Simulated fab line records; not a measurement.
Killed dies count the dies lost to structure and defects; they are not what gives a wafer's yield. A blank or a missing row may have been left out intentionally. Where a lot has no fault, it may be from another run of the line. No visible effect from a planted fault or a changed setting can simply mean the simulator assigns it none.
fab line records ; flow sky130
record: lots: 13; wafers: 39; lastDay: 50
route steps=708 shown SD_N@354 RES_XHIGH@360 LI_CONTACT@386
lots untouched by any fault: they come from a run of this same line in which no faults occurred
startH: hours from the record's opening day to when the first of the lot's shown wafers began ; waitH: how many hours have passed since the lot's step before this one ; " unchanged from the row above ; L1.1+2: a row that stands for several wafers ; - no value present, or no start provided ; * or withheld: withheld ; < > ~ a bound
route shown NAME@n: names a module that has steps shown in the file, with the first one's number in the route ; usual: the fault-free wafers' mean and standard deviation ; same: alike in all rows ; chamber/n: place in a boat ; sites: the reading at each site ; _std_site: how widely they spread, as a standard deviation ; _edge_site: outer sites' mean less inner sites' ; radiusMm: for every site, how far away it sits from the centre of the wafer ; mask NAME#n: copy n ; behind: the tool/chamber that last shaped the wafer ; hold: why the lot went on hold/how many hours it stayed there/how the hold came to an end ; device: which transistor (n, p or np) failed to switch ; end of line: the route-end tests of the same wafers ; for a step that has no rows: nothing shown but its recipe ; killed: the dies lost at the first sort to structure and to defects; this is not the yield of the wafer ; map: the dies of a wafer, with x for killed, . for not killed, _ for no die there
set.NAME: setting as actually run; set.NAME@STEP: the setting as run at that earlier step ; model.NAME: the simulator's own value behind a step, which no gauge read
one table for each step of the route and one row for each wafer, over a sample of lots
services: when a tool's chamber went out of use (startH, in hours from the record's first day, below 0 if earlier), for how many hours, and the reason
== steps ==
step: SKY_SD_N_TW_MEAS_12
usual: SD_N_TW: 3974/19
lot.wafer;tool;chamber;startH;waitH;SD_N_TW
L193.1;filmMetro-02;-;643.92;0.1;3988
L193.4;filmMetro-02;-;643.92;0.1;3993
L193.5;filmMetro-02;-;643.92;0.1;3961
L194.3;filmMetro-01;-;647.29;0.1;4000
L194.4;filmMetro-01;-;647.29;0.1;3958
L194.6;filmMetro-01;-;647.29;0.1;3969
L195.1;filmMetro-03;-;659.96;0.1;3973
L195.5;filmMetro-03;-;659.96;0.1;3966
L195.6;filmMetro-03;-;659.96;0.1;3967
L196.2;filmMetro-03;-;670.15;0.1;3976
L196.3;filmMetro-03;-;670.15;0.1;3970
L196.4;filmMetro-03;-;670.15;0.1;3977
L198.2;filmMetro-03;-;697.10;0.1;3963
L198.3;filmMetro-03;-;697.10;0.1;3957
L198.5;filmMetro-03;-;697.10;0.1;3965
L200.1;filmMetro-01;-;709.79;0.1;3979
L200.5;filmMetro-01;-;709.79;0.1;4000
L200.6;filmMetro-01;-;709.79;0.1;3983
L201.2;filmMetro-02;-;718.05;0.1;3979
L201.3;filmMetro-02;-;718.05;0.1;3979
L201.5;filmMetro-02;-;718.05;0.1;3971
L202.2;filmMetro-02;-;721.60;0.1;3960
L202.4;filmMetro-02;-;721.60;0.1;3971
L202.5;filmMetro-02;-;721.60;0.1;3973
L206.4;filmMetro-02;-;753.81;0.1;3991
L206.5;filmMetro-02;-;753.81;0.1;3946
L206.6;filmMetro-02;-;753.81;0.1;3997
L208.1;filmMetro-01;-;770.12;0.1;4029
L208.3;filmMetro-01;-;770.12;0.1;3977
L208.6;filmMetro-01;-;770.12;0.1;3999
L209.2;filmMetro-02;-;777.82;0.1;3949
L209.4;filmMetro-02;-;777.82;0.1;3958
L209.5;filmMetro-02;-;777.82;0.1;3953
L215.2;filmMetro-03;-;815.98;0.1;3990
L215.3;filmMetro-03;-;815.98;0.1;3986
L215.6;filmMetro-03;-;815.98;0.1;3970
L216.2;filmMetro-01;-;828.73;0.1;4005
L216.3;filmMetro-01;-;828.73;0.1;3988
L216.5;filmMetro-01;-;828.73;0.1;4005
step: SKY_SD_N_RTA_14
recipe: tempC: 1075; timeS: 2; idleTempC: 650; rampUpCPerS: 150; rampDownCPerS: 90; ambient: N2
usual: lampPowerPct: 15.74/0.055; wafer_temp_C_max: 1078.0/1.2
lot.wafer;tool;chamber;startH;waitH;lampPowerPct;wafer_temp_C_max
L193.1;rtpAnneal-02;0;644.38;0.0;15.83;1079.2
L193.4;rtpAnneal-02;0;644.38;0.0;15.75;1078.3
L193.5;rtpAnneal-02;0;644.38;0.0;15.83;1079.4
L194.3;rtpAnneal-01;0;647.39;0.0;15.73;1077.3
L194.4;rtpAnneal-01;0;647.39;0.0;15.74;1078.1
L194.6;rtpAnneal-01;0;647.39;0.0;15.66;1079.3
L195.1;rtpAnneal-02;0;660.07;0.0;15.84;1076.8
L195.5;rtpAnneal-02;0;660.07;0.0;15.71;1077.3
L195.6;rtpAnneal-02;0;660.07;0.0;15.59;1076.9
L196.2;rtpAnneal-01;0;670.26;0.0;15.79;1080.4
L196.3;rtpAnneal-01;0;670.26;0.0;15.71;1081.3
L196.4;rtpAnneal-01;0;670.26;0.0;15.67;1076.9
L198.2;rtpAnneal-01;0;697.21;0.0;15.83;1079.1
L198.3;rtpAnneal-01;0;697.21;0.0;15.72;1077.0
L198.5;rtpAnneal-01;0;697.21;0.0;15.72;1075.7
L200.1;rtpAnneal-01;0;709.91;0.0;15.76;1078.2
L200.5;rtpAnneal-01;0;709.91;0.0;15.75;1076.8
L200.6;rtpAnneal-01;0;709.91;0.0;15.91;1078.0
L201.2;rtpAnneal-02;0;718.16;0.0;15.70;1078.4
L201.3;rtpAnneal-02;0;718.16;0.0;15.76;1077.8
L201.5;rtpAnneal-02;0;718.16;0.0;15.72;1076.8
L202.2;rtpAnneal-01;0;721.71;0.0;15.78;1076.7
L202.4;rtpAnneal-01;0;721.71;0.0;15.69;1078.5
L202.5;rtpAnneal-01;0;721.71;0.0;15.58;1078.1
L206.4;rtpAnneal-01;0;753.92;0.0;15.73;1077.7
L206.5;rtpAnneal-01;0;753.92;0.0;15.72;1077.8
L206.6;rtpAnneal-01;0;753.92;0.0;15.75;1076.5
L208.1;rtpAnneal-01;0;770.28;0.0;15.73;1078.6
L208.3;rtpAnneal-01;0;770.28;0.0;15.84;1081.9
L208.6;rtpAnneal-01;0;770.28;0.0;15.68;1076.9
L209.2;rtpAnneal-02;0;777.99;0.0;15.71;1078.8
L209.4;rtpAnneal-02;0;777.99;0.0;15.77;1077.8
L209.5;rtpAnneal-02;0;777.99;0.0;15.66;1078.6
L215.2;rtpAnneal-02;0;816.08;0.0;15.66;1078.1
L215.3;rtpAnneal-02;0;816.08;0.0;15.80;1080.1
L215.6;rtpAnneal-02;0;816.08;0.0;15.76;1076.8
L216.2;rtpAnneal-01;0;828.84;0.0;15.68;1078.1
L216.3;rtpAnneal-01;0;828.84;0.0;15.78;1079.0
L216.5;rtpAnneal-01;0;828.84;0.0;15.80;1079.9
step: SKY_SD_N_RS_MEAS_16
recipe: thkMeasGauge: four-point-probe
usual: SD_N_RS: 68.47/0.13
lot.wafer;tool;chamber;startH;waitH;hold;SD_N_RS[ohm/sq]
L193.1;filmMetro-03;-;644.55;0.1;-;68.62
L193.4;filmMetro-03;-;644.55;0.1;-;68.68
L193.5;filmMetro-03;-;644.55;0.1;-;68.53
L194.3;filmMetro-03;-;647.59;0.1;-;68.54
L194.4;filmMetro-03;-;647.59;0.1;-;68.70
L194.6;filmMetro-03;-;647.59;0.1;-;68.49
L195.1;filmMetro-02;-;660.24;0.1;-;68.47
L195.5;filmMetro-02;-;660.24;0.1;-;68.37
L195.6;filmMetro-02;-;660.24;0.1;-;68.40
L196.2;filmMetro-02;-;670.47;0.1;-;68.47
L196.3;filmMetro-02;-;670.47;0.1;-;68.52
L196.4;filmMetro-02;-;670.47;0.1;-;68.54
L198.2;filmMetro-01;-;697.39;0.1;-;68.64
L198.3;filmMetro-01;-;697.39;0.1;-;68.54
L198.5;filmMetro-01;-;697.39;0.1;-;68.54
L200.1;filmMetro-02;-;710.08;0.1;-;68.43
L200.5;filmMetro-02;-;710.08;0.1;-;68.48
L200.6;filmMetro-02;-;710.08;0.1;-;68.27
L201.2;filmMetro-03;-;718.34;0.1;-;68.48
L201.3;filmMetro-03;-;718.34;0.1;-;68.54
L201.5;filmMetro-03;-;718.34;0.1;-;68.55
L202.2;filmMetro-03;-;721.89;0.1;-;68.78
L202.4;filmMetro-03;-;721.89;0.1;-;68.68
L202.5;filmMetro-03;-;721.89;0.1;-;68.63
L206.4;filmMetro-03;-;754.13;0.1;awaitDispo/0.2h/release;52.52
L206.5;filmMetro-03;-;754.13;0.1;awaitDispo/0.2h/release;52.54
L206.6;filmMetro-03;-;754.13;0.1;awaitDispo/0.2h/release;52.67
L206.4;filmMetro-03;-;754.49;0.3;-;52.63
L206.5;filmMetro-03;-;754.49;0.3;-;52.64
L206.6;filmMetro-03;-;754.49;0.3;-;52.65
L208.1;filmMetro-01;-;770.45;0.1;awaitDispo/0.2h/release;52.53
L208.3;filmMetro-01;-;770.45;0.1;awaitDispo/0.2h/release;52.57
L208.6;filmMetro-01;-;770.45;0.1;awaitDispo/0.2h/release;52.68
L208.1;filmMetro-01;-;770.81;0.3;-;52.50
L208.3;filmMetro-01;-;770.81;0.3;-;52.58
L208.6;filmMetro-01;-;770.81;0.3;-;52.60
L209.2;filmMetro-03;-;778.17;0.1;-;68.54
L209.4;filmMetro-03;-;778.17;0.1;-;68.53
L209.5;filmMetro-03;-;778.17;0.1;-;68.63
L215.2;filmMetro-02;-;816.27;0.1;-;68.40
L215.3;filmMetro-02;-;816.27;0.1;-;68.31
L215.6;filmMetro-02;-;816.27;0.1;-;68.22
L216.2;filmMetro-02;-;829.02;0.1;-;68.35
L216.3;filmMetro-02;-;829.02;0.1;-;68.42
L216.5;filmMetro-02;-;829.02;0.1;-;68.42
step: SKY_SD_N_RS_MEAS_18
recipe: thkMeasGauge: four-point-probe
usual: RES_XHIGH_RS: 332.9/1.2
lot.wafer;tool;chamber;startH;waitH;RES_XHIGH_RS[ohm/sq]
L193.1;filmMetro-03;-;644.79;0.1;331.1
L193.4;filmMetro-03;-;644.79;0.1;329.9
L193.5;filmMetro-03;-;644.79;0.1;331.9
L194.3;filmMetro-03;-;647.83;0.1;333.6
L194.4;filmMetro-03;-;647.83;0.1;334.8
L194.6;filmMetro-03;-;647.83;0.1;333.1
L195.1;filmMetro-02;-;660.48;0.1;332.7
L195.5;filmMetro-02;-;660.48;0.1;333.2
L195.6;filmMetro-02;-;660.48;0.1;333.3
L196.2;filmMetro-02;-;670.71;0.1;332.2
L196.3;filmMetro-02;-;670.71;0.1;331.0
L196.4;filmMetro-02;-;670.71;0.1;332.4
L198.2;filmMetro-01;-;697.63;0.1;335.6
L198.3;filmMetro-01;-;697.63;0.1;334.4
L198.5;filmMetro-01;-;697.63;0.1;333.9
L200.1;filmMetro-02;-;710.32;0.1;333.0
L200.5;filmMetro-02;-;710.32;0.1;334.6
L200.6;filmMetro-02;-;710.32;0.1;333.6
L201.2;filmMetro-03;-;718.58;0.1;332.8
L201.3;filmMetro-03;-;718.58;0.1;332.7
L201.5;filmMetro-03;-;718.58;0.1;333.7
L202.2;filmMetro-03;-;722.13;0.1;332.3
L202.4;filmMetro-03;-;722.13;0.1;332.0
L202.5;filmMetro-03;-;722.13;0.1;332.4
L209.2;filmMetro-03;-;778.41;0.1;335.2
L209.4;filmMetro-03;-;778.41;0.1;334.6
L209.5;filmMetro-03;-;778.41;0.1;334.5
L215.2;filmMetro-02;-;816.51;0.1;331.4
L215.3;filmMetro-02;-;816.51;0.1;333.0
L215.6;filmMetro-02;-;816.51;0.1;331.6
L216.2;filmMetro-02;-;829.26;0.1;330.2
L216.3;filmMetro-02;-;829.26;0.1;331.3
L216.5;filmMetro-02;-;829.26;0.1;332.1
step: SKY_LI_CONTACT_CMP_24
recipe: stopOn: PSG; tOverpolishS: 20; downForcePsi: 3.5; platenRpm: 60; targetThkNm: 0; padVelocityMS: 0.94248
usual: motorCurrentA: 10.8/1.3; overpolishRunS: 19.999/0.0091; timeToEndpointS: 96/3.5
lot.wafer;tool;chamber;startH;waitH;motorCurrentA;overpolishRunS;timeToEndpointS
L193.4;cmp-02;2;674.94;0.0;10.5;20.004;98
L193.1;cmp-02;0;674.94;0.0;10.7;19.999;96
L193.5;cmp-02;3;674.94;0.0;9.3;20.001;99
L194.4;cmp-01;0;677.89;0.0;10.5;19.987;100
L194.3;cmp-01;2;677.89;0.0;13.4;19.977;91
L194.6;cmp-01;0;677.89;0.0;10.2;19.991;103
L195.1;cmp-01;1;690.22;0.2;10.1;19.992;97
L195.6;cmp-01;2;690.22;0.2;13.3;20.008;100
L195.5;cmp-01;3;690.22;0.2;11.1;19.984;96
L196.4;cmp-02;1;700.13;0.1;12.5;19.993;93
L196.3;cmp-02;2;700.13;0.1;10.1;20.005;90
L196.2;cmp-02;3;700.13;0.1;9.5;19.994;91
L198.2;cmp-02;3;727.08;0.0;8.8;20.019;94
L198.3;cmp-02;1;727.08;0.0;12.1;19.985;96
L198.5;cmp-02;3;727.08;0.0;9.5;19.997;95
L200.1;cmp-02;3;739.64;0.1;9.0;20.006;97
L200.6;cmp-02;3;739.64;0.1;9.3;20.008;95
L200.5;cmp-02;0;739.64;0.1;10.1;20.001;96
L201.2;cmp-01;3;747.18;0.1;11.4;19.993;91
L201.3;cmp-01;0;747.18;0.1;10.5;20.003;98
L201.5;cmp-01;1;747.18;0.1;9.9;20.012;97
L202.2;cmp-02;3;751.29;0.0;9.7;20.001;100
L202.4;cmp-02;2;751.29;0.0;10.1;19.999;96
L202.5;cmp-02;0;751.29;0.0;11.0;19.989;94
L209.4;cmp-01;1;806.43;0.0;10.0;19.995;93
L209.2;cmp-01;3;806.43;0.0;10.9;19.995;91
L209.5;cmp-01;1;806.43;0.0;9.4;20.009;93
L215.2;cmp-01;2;844.51;0.1;13.5;19.980;95
L215.3;cmp-01;3;844.51;0.1;11.3;19.998;92
L215.6;cmp-01;1;844.51;0.1;9.6;20.009;98
L216.3;cmp-02;2;857.39;0.0;10.3;20.007;95
L216.2;cmp-02;3;857.39;0.0;9.3;20.007;101
L216.5;cmp-02;2;857.39;0.0;10.9;20.001;97
== services ==
tool;chamber;startH;hours;kind
cmp-01;-;632.16;3.5;repair
cmp-01;-;643.23;5.6;repair
cmp-01;-;648.78;6.0;pm
cmp-01;-;654.86;1.5;repair
cmp-02;-;657.34;1.9;repair
cmp-02;-;689.99;4.7;pm
cmp-02;-;719.21;0.6;repair
cmp-02;-;744.00;4.0;pm
cmp-02;-;748.00;-;consumableReplace:conditioner
cmp-02;-;748.00;-;consumableReplace:pad
cmp-02;-;769.86;2.8;repair
rtpAnneal-02;-;846.67;0.4;repair
== key ==
firstSign: step: SKY_SD_N_RS_MEAS_16; reading: visit; direction: added
effect: step: SKY_SD_N_RS_MEAS_16; reading: SD_N_RS; direction: down; sigmas: 99+; usual: 68.47; struck: 52.59
metAt SKY_SD_N_RTA_14
struckLots L206,L208
scrappedBehind SKY_SD_N_RS_MEAS_16 L206.4,L206.5,L206.6,L208.1,L208.3,L208.6
notActingAt SKY_SD_N_TW_MEAS_12,SKY_SD_N_RS_MEAS_18,SKY_LI_CONTACT_CMP_24
onsetBetween 721.71 753.92
fault: kind: processParameterDrift; tool: rtpAnneal-01; chamber: -; onsetH: 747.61; steps: SKY_SD_N_RTA_14; channel: timeS; offset: *; shape: step; endH: 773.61; actsIn: *; stated: *
